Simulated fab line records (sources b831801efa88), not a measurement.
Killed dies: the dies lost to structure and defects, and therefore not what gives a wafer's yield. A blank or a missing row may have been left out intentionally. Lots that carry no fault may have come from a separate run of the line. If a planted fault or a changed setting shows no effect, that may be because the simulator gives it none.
fab line records	flow sky130
record lots=12	wafers=36	last-day=50
route steps=708 shown METAL2@499 VIA2@520 CAPM@537 METAL3@567 PAD_OPEN@708
lots untouched by any fault: they come from a run of this same line in which no faults occurred
start-h: start of the lot's first displayed wafer, in hours after the record's first day	wait-h: time in hours since the lot's previous step	" identical to the entry in the row above	L1.1+2: one row covering several wafers at once	- no value, or no start was given	* or withheld: withheld	< > ~ a bound
route shown NAME@n: names a module that has steps shown in the file, with the first one's number in the route	usual: mean and standard deviation over wafers with no fault	same: alike in all rows	chamber/n: place in a boat	sites: readings site by site	_std_site: how widely they spread, as a standard deviation	_edge_site: inner sites' mean taken away from outer sites' mean	radius-mm: how far each site lies from the wafer's centre	mask NAME#n: copy n	behind: the most recent tool/chamber to have shaped the wafer	hold: cause of the lot's hold/its duration in hours/its outcome	device: whichever transistor did not switch (one of n, p or np)	end of line: the route-end tests of the same wafers	where a step has no rows: the recipe by itself	killed: the dies lost at the first sort to structure and to defects; this is not the yield of the wafer	map: dies across one wafer; x = killed, . = not, _ = none there
set.NAME: the run value of the setting; set.NAME@STEP: its run value at that earlier step	model.NAME: the simulator's own value behind a step, which no gauge read
route steps across a sampled set of lots; one table per step, one row per wafer
services: when a tool's chamber went out of use (start-h, in hours from the record's first day, below 0 if earlier), for how many hours, and the reason
## steps
# step SKY_METAL2_OVL_MEAS_16
# usual METAL2_OVL=5/5.9
lot.wafer	tool	chamber	start-h	wait-h	METAL2_OVL[nm]
L137.2	overlay-01	-	878.06	0.1	11
L137.4	"	-	"	"	4
L137.6	"	-	"	"	10
L138.1	overlay-01	-	884.64	0.1	13
L138.3	"	-	"	"	11
L138.6	"	-	"	"	10
L139.1	overlay-01	-	891.35	0.1	-6
L139.5	"	-	"	"	-9
L139.6	"	-	"	"	-4
L140.3	overlay-02	-	896.63	0.1	0
L140.4	"	-	"	"	-1
L140.5	"	-	"	"	2
L142.3	overlay-01	-	901.48	0.1	6
L142.5	"	-	"	"	11
L142.6	"	-	"	"	4
L141.3	overlay-02	-	901.83	0.1	0
L141.4	"	-	"	"	12
L141.5	"	-	"	"	3
L145.2	overlay-02	-	920.65	0.1	9
L145.3	"	-	"	"	9
L145.6	"	-	"	"	13
L147.1	overlay-02	-	932.59	0.1	15
L147.5	"	-	"	"	10
L147.6	"	-	"	"	9
L149.1	overlay-02	-	941.30	0.1	7
L149.3	"	-	"	"	7
L149.5	"	-	"	"	10
L153.1	overlay-01	-	974.42	0.1	11
L153.3	"	-	"	"	11
L153.6	"	-	"	"	19
L154.1	overlay-02	-	977.74	0.1	9
L154.4	"	-	"	"	-1
L154.6	"	-	"	"	-4
L155.1	overlay-02	-	984.52	0.1	7
L155.2	"	-	"	"	2
L155.3	"	-	"	"	6
# step SKY_VIA2_OVL_MEAS_13
# usual VIA2_OVL=-1/5.2
lot.wafer	tool	chamber	start-h	wait-h	VIA2_OVL[nm]
L137.2	overlay-02	-	905.32	0.1	4
L137.4	"	-	"	"	-4
L137.6	"	-	"	"	-6
L138.1	overlay-01	-	911.96	0.1	-9
L138.3	"	-	"	"	-2
L138.6	"	-	"	"	-3
L139.1	overlay-01	-	918.01	0.1	-12
L139.5	"	-	"	"	-16
L139.6	"	-	"	"	-9
L140.3	overlay-01	-	922.80	0.1	-6
L140.4	"	-	"	"	-7
L140.5	"	-	"	"	-5
L142.3	overlay-01	-	927.65	0.1	0
L142.5	"	-	"	"	1
L142.6	"	-	"	"	-1
L141.3	overlay-02	-	928.00	0.1	3
L141.4	"	-	"	"	-4
L141.5	"	-	"	"	-1
L145.2	overlay-02	-	946.32	0.1	4
L145.3	"	-	"	"	5
L145.6	"	-	"	"	7
L147.1	overlay-02	-	957.82	0.1	-3
L147.5	"	-	"	"	-6
L147.6	"	-	"	"	-13
L149.1	overlay-02	-	967.19	0.1	4
L149.3	"	-	"	"	-1
L149.5	"	-	"	"	4
L153.1	overlay-01	-	999.39	0.1	-2
L153.3	"	-	"	"	-1
L153.6	"	-	"	"	-1
L154.1	overlay-02	-	1002.02	0.1	-5
L154.4	"	-	"	"	0
L154.6	"	-	"	"	-1
L155.1	overlay-01	-	1009.13	0.1	-1
L155.2	"	-	"	"	-2
L155.3	"	-	"	"	-5
# step SKY_CAPM_CVD_00
# recipe material=SiO2	target-thk-nm=15.5	temp-c=400	time-s=withheld	rf-w=450
# usual heater-power-w=749/130
lot.wafer	tool	chamber	start-h	wait-h	heater-power-w
L137.2	pecvd-01	1	906.88	0.0	931
L137.4	"	1	"	"	942
L137.6	"	0	"	"	606
L138.1	pecvd-01	0	913.70	0.0	639
L138.3	"	1	"	"	902
L138.6	"	0	"	"	649
L139.1	pecvd-02	1	920.06	0.0	749
L139.5	"	0	"	"	550
L139.6	"	1	"	"	744
L140.3	pecvd-02	1	924.75	0.0	731
L140.4	"	1	"	"	727
L140.5	"	0	"	"	606
L142.3	pecvd-03	2	929.22	0.0	661
L142.5	"	0	"	"	771
L142.6	"	2	"	"	652
L141.3	pecvd-01	1	930.12	0.0	988
L141.4	"	1	"	"	975
L141.5	"	0	"	"	681
L145.2	pecvd-01	1	947.87	0.0	928
L145.3	"	0	"	"	648
L145.6	"	1	"	"	931
L147.1	pecvd-01	1	959.38	0.0	875
L147.5	"	2	"	"	923
L147.6	"	0	"	"	691
L149.1	pecvd-01	0	968.75	0.0	654
L149.3	"	1	"	"	895
L149.5	"	1	"	"	922
L153.1	pecvd-03	0	1001.00	0.0	795
L153.3	"	2	"	"	762
L153.6	"	2	"	"	764
L154.1	pecvd-02	0	1004.03	0.0	534
L154.4	"	2	"	"	784
L154.6	"	0	"	"	553
L155.1	pecvd-02	2	1010.69	0.0	676
L155.2	"	0	"	"	523
L155.3	"	1	"	"	652
# step SKY_CAPM_THK_MEAS_01
# recipe reads=SiO2_of_CAPM_CVD_00
# usual CAPM_CVD_00_THK=15.40/0.19
lot.wafer	tool	chamber	start-h	wait-h	CAPM_CVD_00_THK[nm]
L137.2	film-metro-03	-	906.91	-	15.29
L137.4	"	-	"	"	15.43
L137.6	"	-	"	"	15.36
L138.1	film-metro-02	-	913.72	-	15.17
L138.3	"	-	"	"	15.15
L138.6	"	-	"	"	15.39
L139.1	film-metro-04	-	920.08	-	15.52
L139.5	"	-	"	"	15.66
L139.6	"	-	"	"	15.77
L140.3	film-metro-03	-	924.79	-	15.37
L140.4	"	-	"	"	15.46
L140.5	"	-	"	"	15.30
L142.3	film-metro-03	-	929.26	-	15.26
L142.5	"	-	"	"	15.63
L142.6	"	-	"	"	15.53
L141.3	film-metro-02	-	930.16	-	15.22
L141.4	"	-	"	"	15.33
L141.5	"	-	"	"	15.32
L145.2	film-metro-04	-	947.91	-	15.30
L145.3	"	-	"	"	13.57
L145.6	"	-	"	"	15.54
L147.1	film-metro-03	-	959.40	-	15.37
L147.5	"	-	"	"	15.74
L147.6	"	-	"	"	13.96
L149.1	film-metro-03	-	968.78	-	13.60
L149.3	"	-	"	"	15.52
L149.5	"	-	"	"	15.67
L153.1	film-metro-02	-	1001.02	-	15.32
L153.3	"	-	"	"	15.07
L153.6	"	-	"	"	15.60
L154.1	film-metro-03	-	1004.05	-	15.14
L154.4	"	-	"	"	15.58
L154.6	"	-	"	"	15.28
L155.1	film-metro-02	-	1010.71	-	15.17
L155.2	"	-	"	"	15.23
L155.3	"	-	"	"	15.10
# step SKY_CAPM_OVL_MEAS_12
# usual CAPM_OVL=0.4/1.2
lot.wafer	tool	chamber	start-h	wait-h	CAPM_OVL[nm]
L137.2	overlay-02	-	931.25	0.1	1.7
L137.4	"	-	"	"	-1.2
L137.6	"	-	"	"	-0.1
L138.1	overlay-01	-	938.83	0.1	-1.1
L138.3	"	-	"	"	-0.4
L138.6	"	-	"	"	-1.1
L139.1	overlay-02	-	944.75	0.1	0.7
L139.5	"	-	"	"	0.9
L139.6	"	-	"	"	0.5
L140.3	overlay-02	-	948.61	0.1	-2.7
L140.4	"	-	"	"	-0.7
L140.5	"	-	"	"	0.2
L142.3	overlay-02	-	953.78	0.1	-0.6
L142.5	"	-	"	"	1.1
L142.6	"	-	"	"	-0.5
L141.3	overlay-02	-	954.39	0.1	1.3
L141.4	"	-	"	"	1.3
L141.5	"	-	"	"	-0.5
L145.2	overlay-02	-	971.47	0.1	0.5
L145.3	"	-	"	"	0.3
L145.6	"	-	"	"	3.1
L147.1	overlay-02	-	983.70	0.1	-1.9
L147.5	"	-	"	"	-1.2
L147.6	"	-	"	"	-1.7
L149.1	overlay-01	-	993.30	0.1	0.5
L149.3	"	-	"	"	0.5
L149.5	"	-	"	"	-0.2
L153.1	overlay-02	-	1023.91	0.1	2.3
L153.3	"	-	"	"	-0.1
L153.6	"	-	"	"	-0.3
L154.1	overlay-01	-	1026.06	0.1	0.5
L154.4	"	-	"	"	1.7
L154.6	"	-	"	"	-1.0
L155.1	overlay-01	-	1032.20	0.1	-0.4
L155.2	"	-	"	"	-2.6
L155.3	"	-	"	"	-0.7
# step SKY_METAL3_ETCH_17
# recipe target=SiO2	stop-on=TiN	chemistry=C4F8/O2/Ar	source-w=1500	bias-w=1200	pressure-mtorr=40	c4f8-flow-sccm=withheld	O2_flow_sccm=6	Ar_flow_sccm=300	time-s=3.9	target-depth-a=150
# usual oes-product-au=0.752/0.0064
lot.wafer	tool	chamber	start-h	wait-h	oes-product-au	rf-hours-counter-h
L137.2	rie-diel-02	1	956.36	0.1	0.752	5
L137.4	"	0	"	"	0.752	11
L137.6	"	2	"	"	0.752	-
L138.1	rie-diel-04	1	963.89	0.1	0.741	19
L138.3	"	0	"	"	0.753	14
L138.6	"	2	"	"	0.760	-
L139.1	rie-diel-04	3	969.77	0.1	0.749	18
L139.5	"	2	"	"	0.765	-
L139.6	"	3	"	"	0.749	-
L140.3	rie-diel-04	3	973.85	0.0	0.747	18
L140.4	"	0	"	"	0.757	14
L140.5	"	2	"	"	0.751	-
L142.3	rie-diel-02	2	978.26	0.0	0.749	13
L142.5	"	1	"	"	0.754	-
L142.6	"	2	"	"	0.749	-
L141.3	rie-diel-04	0	979.22	0.0	0.759	14
L141.4	"	2	"	"	0.755	19
L141.5	"	1	"	"	0.758	-
L145.2	rie-diel-03	1	996.66	0.1	0.746	16
L145.3	"	3	"	"	0.706	3
L145.6	"	3	"	"	0.749	-
L147.1	rie-diel-02	0	1007.86	0.1	0.750	12
L147.5	"	1	"	"	0.758	-
L147.6	"	0	"	"	0.721	-
L149.1	rie-diel-04	0	1017.07	0.1	0.709	16
L149.3	"	3	"	"	0.760	20
L149.5	"	2	"	"	0.757	-
L153.1	rie-diel-04	3	1047.52	0.1	0.757	21
L153.3	"	1	"	"	0.741	22
L153.6	"	1	"	"	0.753	-
L154.1	rie-diel-03	2	1049.31	0.1	0.747	21
L154.4	"	1	"	"	0.746	18
L154.6	"	0	"	"	0.758	-
L155.1	rie-diel-03	0	1055.35	0.1	0.746	15
L155.2	"	2	"	"	0.748	21
L155.3	"	3	"	"	0.750	5
# step SKY_PAD_OPEN_PROBE_99
# usual defect-limited-yield=82.4/1.9	killed_at_M0_to_M3=44/7.2	killed_at_M4_up=3.2/1.8	killed-at-contacts=24/5.4	killed-at-front-end=15/4	killed-at-other=0.3/0.56	killed-dies=87/9.2	killed-open=47/7.3	killed-short=39/5.7
# same gross-dies=492	killed-at-back-side=0
lot.wafer	tool	chamber	start-h	wait-h	defect-limited-yield[%]	killed_at_M0_to_M3	killed_at_M4_up	killed-at-contacts	killed-at-front-end	killed-at-other	killed-dies	killed-open	killed-short
L137.2	prober-02	-	1120.93	0.1	83.7	42	3	24	11	0	80	47	33
L137.4	prober-02	-	1121.03	0.2	81.9	44	3	29	12	1	89	45	44
L137.6	prober-02	-	1121.13	0.2	84.1	41	3	23	10	1	78	40	37
L138.1	prober-02	-	1125.88	0.1	82.7	33	5	25	21	1	85	45	40
L138.3	prober-02	-	1125.98	0.2	84.1	32	4	24	18	0	78	38	40
L138.6	prober-02	-	1126.13	0.2	84.1	39	2	26	9	2	78	43	35
L139.1	prober-01	-	1132.03	0.1	83.7	39	1	21	18	1	80	39	41
L139.5	prober-01	-	1132.23	0.2	81.9	46	4	28	11	0	89	45	43
L139.6	prober-01	-	1132.28	0.2	84.1	38	2	27	11	0	78	45	32
L140.3	prober-02	-	1135.55	0.2	82.7	47	3	22	13	0	85	45	39
L140.4	prober-02	-	1135.60	0.2	84.1	44	6	18	9	1	78	43	35
L140.5	prober-02	-	1135.65	0.2	81.9	47	2	20	20	0	89	50	39
L142.3	prober-01	-	1138.35	0.2	83.5	42	4	23	12	0	81	41	40
L142.5	prober-01	-	1138.45	0.2	81.7	47	4	22	17	0	90	41	49
L142.6	prober-01	-	1138.50	0.2	84.1	49	3	15	11	0	78	37	41
L141.3	prober-02	-	1139.76	0.2	83.1	38	7	19	19	0	83	47	36
L141.4	prober-02	-	1139.81	0.2	82.7	38	3	29	14	1	85	51	34
L141.5	prober-02	-	1139.86	0.2	81.5	40	5	29	17	0	91	52	39
L145.2	prober-01	-	1152.56	0.1	84.3	51	1	16	9	0	77	48	29
L145.3	prober-01	-	1152.61	0.2	87.2	31	3	16	12	1	63	26	37
L145.6	prober-01	-	1152.76	0.2	79.3	50	6	30	16	0	102	60	42
L147.1	prober-01	-	1161.29	0.1	83.5	40	3	22	14	2	81	46	33
L147.5	prober-01	-	1161.49	0.2	81.1	41	4	27	21	0	93	45	48
L147.6	prober-01	-	1161.54	0.2	80.1	48	3	28	17	2	98	54	42
L149.1	prober-01	-	1170.63	0.1	81.7	52	5	21	12	0	90	41	47
L149.3	prober-01	-	1170.73	0.2	83.5	36	6	22	17	0	81	41	38
L149.5	prober-01	-	1170.83	0.2	82.1	38	5	28	17	0	88	46	41
L153.1	prober-01	-	1190.93	0.1	83.9	42	3	20	12	2	79	41	38
L153.3	prober-01	-	1191.03	0.2	83.9	37	3	29	10	0	79	48	31
L153.6	prober-01	-	1191.18	0.2	83.7	44	2	24	10	0	80	53	26
L154.1	prober-02	-	1191.64	0.1	85.0	46	1	14	13	0	74	41	33
L154.4	prober-02	-	1191.79	0.2	82.3	49	3	23	12	0	87	49	38
L154.6	prober-02	-	1191.89	0.2	84.6	41	5	14	16	0	76	42	34
L155.1	prober-01	-	1196.23	0.1	81.7	49	1	18	22	0	90	50	40
L155.2	prober-01	-	1196.28	0.1	79.7	51	6	22	21	0	100	59	39
L155.3	prober-01	-	1196.33	0.2	80.9	50	1	28	15	0	94	55	38
# killed by level:class
L137.2 CONTACT:geometric-particle:open=11 VIA1:geometric-particle:open=8 VIA1:geometric-particle:short=7 VIA3:geometric-particle:open=7 VIA2:geometric-particle:open=6 LI_CONTACT:geometric-particle:open=5 LOCAL_INTERCONNECT:geometric-particle:short=4 CONTACT:geometric-particle:short=4
L137.4 CONTACT:geometric-particle:open=11 VIA1:geometric-particle:open=10 CONTACT:geometric-particle:short=6 VIA3:geometric-particle:short=6 LI_CONTACT:geometric-particle:open=5 VIA1:geometric-particle:short=5 VIA2:geometric-particle:open=5 FIELD_ISO:geometric-particle:open=4
L137.6 VIA1:geometric-particle:open=13 LI_CONTACT:geometric-particle:open=6 LI_CONTACT:geometric-particle:short=5 CONTACT:geometric-particle:short=5 CONTACT:geometric-particle:open=4 METAL1:geometric-particle:short=4 VIA2:geometric-particle:short=4 FIELD_ISO:geometric-particle:short=3
L138.1 CONTACT:geometric-particle:open=11 POLY_GATE:geometric-particle:short=7 VIA1:geometric-particle:short=6 FIELD_ISO:geometric-particle:open=5 LI_CONTACT:geometric-particle:open=5 CONTACT:geometric-particle:short=5 VIA2:geometric-particle:open=5 VIA1:geometric-particle:open=5
L138.3 VIA1:geometric-particle:open=9 CONTACT:geometric-particle:short=7 CONTACT:geometric-particle:open=6 METAL1:geometric-particle:short=6 POLY_GATE:geometric-particle:open=5 LI_CONTACT:geometric-particle:open=5 LOCAL_INTERCONNECT:geometric-particle:short=5 POLY_GATE:geometric-particle:short=4
L138.6 LI_CONTACT:geometric-particle:open=11 VIA1:geometric-particle:open=8 CONTACT:geometric-particle:short=7 METAL1:geometric-particle:short=6 VIA2:geometric-particle:open=6 VIA3:geometric-particle:open=5 VIA1:geometric-particle:short=4 CONTACT:geometric-particle:open=4
L139.1 VIA2:geometric-particle:open=7 VIA1:geometric-particle:short=6 VIA1:geometric-particle:open=6 LOCAL_INTERCONNECT:geometric-particle:short=5 VIA3:geometric-particle:open=5 METAL2:geometric-particle:short=5 FIELD_ISO:geometric-particle:short=4 POLY_GATE:geometric-particle:short=4
L139.5 CONTACT:geometric-particle:open=12 VIA1:geometric-particle:open=8 LI_CONTACT:geometric-particle:open=7 METAL1:geometric-particle:short=7 VIA1:geometric-particle:short=7 VIA2:geometric-particle:open=6 VIA3:geometric-particle:open=5 POLY_GATE:geometric-particle:short=4
L139.6 CONTACT:geometric-particle:open=11 VIA1:geometric-particle:open=7 VIA2:geometric-particle:open=6 FIELD_ISO:geometric-particle:open=5 METAL1:geometric-particle:short=5 LI_CONTACT:geometric-particle:short=4 LI_CONTACT:geometric-particle:open=4 CONTACT:geometric-particle:short=4
L140.3 CONTACT:geometric-particle:open=12 VIA1:geometric-particle:open=9 VIA3:geometric-particle:open=6 VIA1:geometric-particle:short=6 VIA3:geometric-particle:short=5 METAL1:geometric-particle:short=5 METAL2:geometric-particle:short=5 LI_CONTACT:geometric-particle:open=4
L140.4 VIA2:geometric-particle:open=10 VIA3:geometric-particle:open=10 LOCAL_INTERCONNECT:geometric-particle:short=7 CONTACT:geometric-particle:short=5 VIA1:geometric-particle:open=5 METAL4:geometric-particle:short=4 METAL2:geometric-particle:short=4 POLY_GATE:geometric-particle:short=3
L140.5 VIA1:geometric-particle:open=10 VIA3:geometric-particle:open=8 POLY_GATE:geometric-particle:short=7 VIA2:geometric-particle:open=7 CONTACT:geometric-particle:open=6 LI_CONTACT:geometric-particle:open=5 METAL1:geometric-particle:open=5 METAL2:geometric-particle:short=5
L142.3 VIA1:geometric-particle:open=14 METAL2:geometric-particle:short=9 LI_CONTACT:geometric-particle:open=8 FIELD_ISO:geometric-particle:short=7 CONTACT:geometric-particle:open=7 VIA2:geometric-particle:open=6 CONTACT:geometric-particle:short=5 METAL3:geometric-particle:short=3
L142.5 VIA1:geometric-particle:open=12 METAL2:geometric-particle:short=12 CONTACT:geometric-particle:open=9 FIELD_ISO:geometric-particle:short=7 LI_CONTACT:geometric-particle:open=6 VIA1:geometric-particle:short=5 VIA2:geometric-particle:short=5 VIA3:geometric-particle:short=5
L142.6 VIA1:geometric-particle:open=11 METAL1:geometric-particle:short=9 METAL2:geometric-particle:short=8 CONTACT:geometric-particle:open=7 VIA2:geometric-particle:open=6 FIELD_ISO:geometric-particle:short=4 VIA1:geometric-particle:short=4 VIA3:geometric-particle:open=4
L141.3 VIA3:geometric-particle:open=11 VIA1:geometric-particle:open=8 LOCAL_INTERCONNECT:geometric-particle:short=6 CONTACT:geometric-particle:open=6 POLY_GATE:geometric-particle:open=5 VIA2:geometric-particle:open=5 FIELD_ISO:geometric-particle:open=4 LI_CONTACT:geometric-particle:open=4
L141.4 CONTACT:geometric-particle:open=9 VIA2:geometric-particle:open=8 LI_CONTACT:geometric-particle:open=7 CONTACT:geometric-particle:short=7 VIA1:geometric-particle:open=7 VIA3:geometric-particle:open=7 VIA1:geometric-particle:short=5 FIELD_ISO:geometric-particle:open=4
L141.5 CONTACT:geometric-particle:open=11 VIA1:geometric-particle:open=8 FIELD_ISO:geometric-particle:open=7 CONTACT:geometric-particle:short=7 METAL1:geometric-particle:short=7 VIA2:geometric-particle:open=6 POLY_GATE:geometric-particle:open=5 LI_CONTACT:geometric-particle:open=5
L145.2 VIA1:geometric-particle:open=12 VIA3:geometric-particle:open=10 VIA2:geometric-particle:open=8 CONTACT:geometric-particle:open=7 VIA1:geometric-particle:short=7 METAL2:geometric-particle:short=5 LI_CONTACT:geometric-particle:open=4 FIELD_ISO:geometric-particle:short=3
L145.3 METAL2:geometric-particle:short=7 VIA1:geometric-particle:open=7 CONTACT:geometric-particle:open=6 CONTACT:geometric-particle:short=4 FIELD_ISO:geometric-particle:short=3 SONOS_ONO:geometric-particle:short=3 LI_CONTACT:geometric-particle:open=3 METAL2:geometric-particle:open=3
L145.6 VIA2:geometric-particle:open=12 LI_CONTACT:geometric-particle:open=11 VIA1:geometric-particle:open=9 METAL2:geometric-particle:short=6 VIA3:geometric-particle:open=6 METAL4:geometric-particle:short=5 CONTACT:geometric-particle:short=5 CONTACT:geometric-particle:open=5
L147.1 VIA1:geometric-particle:open=13 CONTACT:geometric-particle:open=8 METAL2:geometric-particle:short=6 CONTACT:geometric-particle:short=5 VIA2:geometric-particle:open=5 POLY_GATE:geometric-particle:open=4 LI_CONTACT:geometric-particle:open=4 VIA3:geometric-particle:open=4
L147.5 VIA1:geometric-particle:open=11 CONTACT:geometric-particle:open=9 POLY_GATE:geometric-particle:short=8 LI_CONTACT:geometric-particle:open=6 METAL1:geometric-particle:short=6 FIELD_ISO:geometric-particle:short=5 FIELD_ISO:geometric-particle:open=5 VIA1:geometric-particle:short=5
L147.6 VIA1:geometric-particle:open=13 CONTACT:geometric-particle:open=9 VIA3:geometric-particle:open=9 CONTACT:geometric-particle:short=7 LOCAL_INTERCONNECT:geometric-particle:short=6 VIA2:geometric-particle:open=6 LI_CONTACT:geometric-particle:open=5 METAL3:geometric-particle:short=5
L149.1 VIA1:geometric-particle:open=11 VIA3:geometric-particle:open=10 METAL2:geometric-particle:short=9 CONTACT:geometric-particle:short=7 CONTACT:geometric-particle:open=7 METAL1:geometric-particle:short=6 POLY_GATE:geometric-particle:open=4 VIA1:geometric-particle:short=4
L149.3 LI_CONTACT:geometric-particle:open=7 CONTACT:geometric-particle:open=7 LOCAL_INTERCONNECT:geometric-particle:short=6 VIA3:geometric-particle:open=6 VIA1:geometric-particle:short=5 VIA1:geometric-particle:open=5 POLY_GATE:geometric-particle:short=4 METAL4:geometric-particle:short=4
L149.5 VIA1:geometric-particle:open=11 LI_CONTACT:geometric-particle:open=8 CONTACT:geometric-particle:open=8 METAL2:geometric-particle:short=6 CONTACT:geometric-particle:short=5 VIA1:geometric-particle:short=5 FIELD_ISO:geometric-particle:open=4 LI_CONTACT:geometric-particle:short=4
L153.1 VIA1:geometric-particle:open=10 CONTACT:geometric-particle:open=8 METAL1:geometric-particle:short=6 LOCAL_INTERCONNECT:geometric-particle:short=5 VIA3:geometric-particle:open=5 METAL2:geometric-particle:open=5 POLY_GATE:geometric-particle:open=4 SPACER:geometric-particle:short=4
L153.3 VIA1:geometric-particle:open=10 CONTACT:geometric-particle:open=9 LI_CONTACT:geometric-particle:open=8 VIA2:geometric-particle:open=7 CONTACT:geometric-particle:short=6 METAL2:geometric-particle:short=4 VIA3:geometric-particle:open=4 POLY_GATE:geometric-particle:open=3
L153.6 VIA1:geometric-particle:open=12 CONTACT:geometric-particle:open=12 VIA2:geometric-particle:open=9 METAL2:geometric-particle:short=8 LI_CONTACT:geometric-particle:open=7 VIA3:geometric-particle:open=4 FIELD_ISO:geometric-particle:open=3 CONTACT:geometric-particle:short=3
L154.1 VIA1:geometric-particle:open=13 VIA3:geometric-particle:open=6 VIA1:geometric-particle:short=6 LI_CONTACT:geometric-particle:open=5 VIA2:geometric-particle:open=5 POLY_GATE:geometric-particle:open=4 POLY_GATE:geometric-particle:short=4 CONTACT:geometric-particle:short=4
L154.4 CONTACT:geometric-particle:open=11 VIA1:geometric-particle:open=9 VIA3:geometric-particle:open=9 VIA2:geometric-particle:open=7 CONTACT:geometric-particle:short=6 VIA1:geometric-particle:short=6 METAL2:geometric-particle:short=6 POLY_GATE:geometric-particle:open=4
L154.6 VIA1:geometric-particle:open=10 CONTACT:geometric-particle:open=8 FIELD_ISO:geometric-particle:short=7 VIA3:geometric-particle:open=7 VIA2:geometric-particle:open=7 METAL1:geometric-particle:short=4 VIA1:geometric-particle:short=4 METAL4:geometric-particle:short=4
L155.1 VIA3:geometric-particle:open=10 VIA1:geometric-particle:open=10 METAL2:geometric-particle:short=8 CONTACT:geometric-particle:open=7 FIELD_ISO:geometric-particle:short=6 POLY_GATE:geometric-particle:open=6 VIA1:geometric-particle:short=5 METAL1:geometric-particle:short=5
L155.2 VIA1:geometric-particle:open=16 CONTACT:geometric-particle:open=9 METAL1:geometric-particle:short=8 LI_CONTACT:geometric-particle:open=6 METAL2:geometric-particle:short=6 FIELD_ISO:geometric-particle:open=4 VIA1:geometric-particle:short=4 VIA3:geometric-particle:open=4
L155.3 VIA1:geometric-particle:open=15 CONTACT:geometric-particle:open=11 METAL1:geometric-particle:short=11 VIA3:geometric-particle:open=7 CONTACT:geometric-particle:short=6 VIA2:geometric-particle:open=6 LI_CONTACT:geometric-particle:short=5 LI_CONTACT:geometric-particle:open=4
## services
tool	chamber	start-h	hours	kind
rie-diel-03	0	887.95	4.0	repair
rie-diel-03	0	907.70	4.6	repair
pecvd-01	-	910.37	1.6	repair
rie-diel-04	3	910.51	33.5	repair
pecvd-03	1	919.06	5.3	repair
pecvd-01	-	919.97	0.6	repair
rie-diel-02	3	923.00	10.9	repair
pecvd-01	-	925.38	0.7	repair
pecvd-02	0	929.10	3.9	repair
pecvd-01	2	932.22	2.1	scheduled-down
pecvd-03	-	984.58	2.4	repair
rie-diel-03	0	997.67	10.1	repair
pecvd-01	1	999.38	-	clean
pecvd-01	1	999.38	-	consumable-replace:showerhead
pecvd-01	1	999.38	29.0	scheduled-down
pecvd-01	1	999.38	29.0	vent-cycle
pecvd-01	-	1009.52	5.5	pm
rie-diel-04	2	1010.83	4.7	repair
pecvd-01	0	1024.66	5.5	scheduled-down
pecvd-01	-	1028.81	14.6	pm
rie-diel-02	0	1040.36	7.8	repair
pecvd-01	2	1046.32	17.2	repair
rie-diel-02	3	1048.02	3.1	repair
pecvd-01	-	1054.62	0.6	repair
## key
first-sign step=SKY_CAPM_THK_MEAS_01	reading=CAPM_CVD_00_THK	direction=down	sigmas=8.7	usual=15.40	struck=13.71
effect step=SKY_METAL3_ETCH_17	reading=oes-product-au	direction=down	sigmas=6.3	usual=0.752	struck=0.712
met-at SKY_CAPM_CVD_00
struck-lots L145,L147,L149
struck-wafers L145.3,L147.6,L149.1
not-acting-at SKY_METAL2_OVL_MEAS_16,SKY_VIA2_OVL_MEAS_13,SKY_CAPM_OVL_MEAS_12
onset-between 930.12 947.87
fault kind=site-profile-drift	tool=pecvd-01	chamber=0	onset-h=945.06	steps=SKY_CAPM_CVD_00	basis=fraction	max-abs-drift=0.26174	slope-share-per-hr=58.163	site-pattern=0,0,0,0,0,-1,-1,-1,-1
